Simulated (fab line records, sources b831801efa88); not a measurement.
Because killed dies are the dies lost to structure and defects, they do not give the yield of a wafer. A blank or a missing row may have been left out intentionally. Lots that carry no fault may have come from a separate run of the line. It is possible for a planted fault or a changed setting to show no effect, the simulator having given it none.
Tool commonality check ; flow sky130 ; Lots sampled 9, wafers sampled 27

== WHY THIS WAS OPENED ==
1 of 9 lots carry a flag on the reading POLY_GATE_CVD_03_THK at SKY_POLY_GATE_THK_MEAS_04. Wafers without a fault read 74.8 nm, standard deviation 0.68.
Rule: a lot gets a flag if all its wafers with a number sit over 4 standard deviations from that mean, or if no wafer of it has a number. The other lots count as sound.

lot;measured;on;POLY_GATE_CVD_03_THK (nm), wafer by wafer;flag
L564;day 14 21:47;film-metro-01;74.2 74.4 75.5;
L570;day 17 18:47;film-metro-03;74.7 75.2 74.9;
L571;day 17 18:50;film-metro-03;75.0 74.9 74.5;
L575;day 19 09:11;film-metro-03;74.5 74.5 73.8;
L576;day 19 15:01;film-metro-03;75.4 76.1 75.4;
L577;day 19 23:48;film-metro-01;100.5 100.2 100.2;FLAGGED
L585;day 22 20:26;film-metro-01;75.4 75.7 76.1;
L586;day 23 00:19;film-metro-01;76.2 76.4 76.4;
L587;day 23 10:59;film-metro-03;74.7 74.9 74.9;
The mean of the flagged lots' numbers is 100.3 nm, +25.5 nm from the usual (+38 standard deviations).

== TOOL THAT RAN EACH LOT ==
The record keeps 1 process step preceding the reading, out of 708 steps on the route. Read each cell as the tool, then ch plus the chambers that the sampled wafers visited, then the start.
lot;flag;SKY_POLY_GATE_CVD_03
L564;;lpcvd-02 ch 1, day 14 20:25
L570;;lpcvd-02 ch 1, day 17 17:24
L571;;lpcvd-02 ch 0, day 17 17:24
L575;;lpcvd-02 ch 1, day 19 07:49
L576;;lpcvd-02 ch 1, day 19 13:40
L577;FLAGGED;lpcvd-02 ch 0, day 19 22:26
L585;;lpcvd-02 ch 1, day 22 19:04
L586;;lpcvd-02 ch 0, day 22 22:58
L587;;lpcvd-02 ch 1, day 23 09:35
These steps, and what they do:
- SKY_POLY_GATE_CVD_03: deposits Si3N4 from DCS/NH3, target thk 75 nm, time 1290 s.
- SKY_POLY_GATE_THK_MEAS_04

== FLAGGED OVER TOTAL, TOOL BY TOOL (the gauges that took the reading come last) ==
step;tool;lots run;flagged;share of the flagged lots;sound lots run after its first flagged lot
SKY_POLY_GATE_CVD_03;lpcvd-02;9;1;all;3 (L585,L586,L587)
SKY_POLY_GATE_THK_MEAS_04;film-metro-01;4;1;all;2 (L585,L586)
SKY_POLY_GATE_THK_MEAS_04;film-metro-03;5;0;none;-

== WHAT IS ALLOWED BY THE TABLE ==
In 2 table rows, all flagged lots were run: lpcvd-02 (SKY_POLY_GATE_CVD_03), film-metro-01 (SKY_POLY_GATE_THK_MEAS_04).
- lpcvd-02 at SKY_POLY_GATE_CVD_03: 1 of its 9 lots flagged. Lots that were sound ran on it after the first flagged one (L585, L586, L587); a persistent fault on the entire tool would not allow that.
- film-metro-01 at SKY_POLY_GATE_THK_MEAS_04: 1 of its 4 lots flagged. Lots that were sound ran on it after the first flagged one (L585, L586); a persistent fault on the entire tool would not allow that.
No row of the table ran every flagged lot and no sound lot after the first.

== WHAT HAD BEEN PUT IN BY THE SIMULATOR ==
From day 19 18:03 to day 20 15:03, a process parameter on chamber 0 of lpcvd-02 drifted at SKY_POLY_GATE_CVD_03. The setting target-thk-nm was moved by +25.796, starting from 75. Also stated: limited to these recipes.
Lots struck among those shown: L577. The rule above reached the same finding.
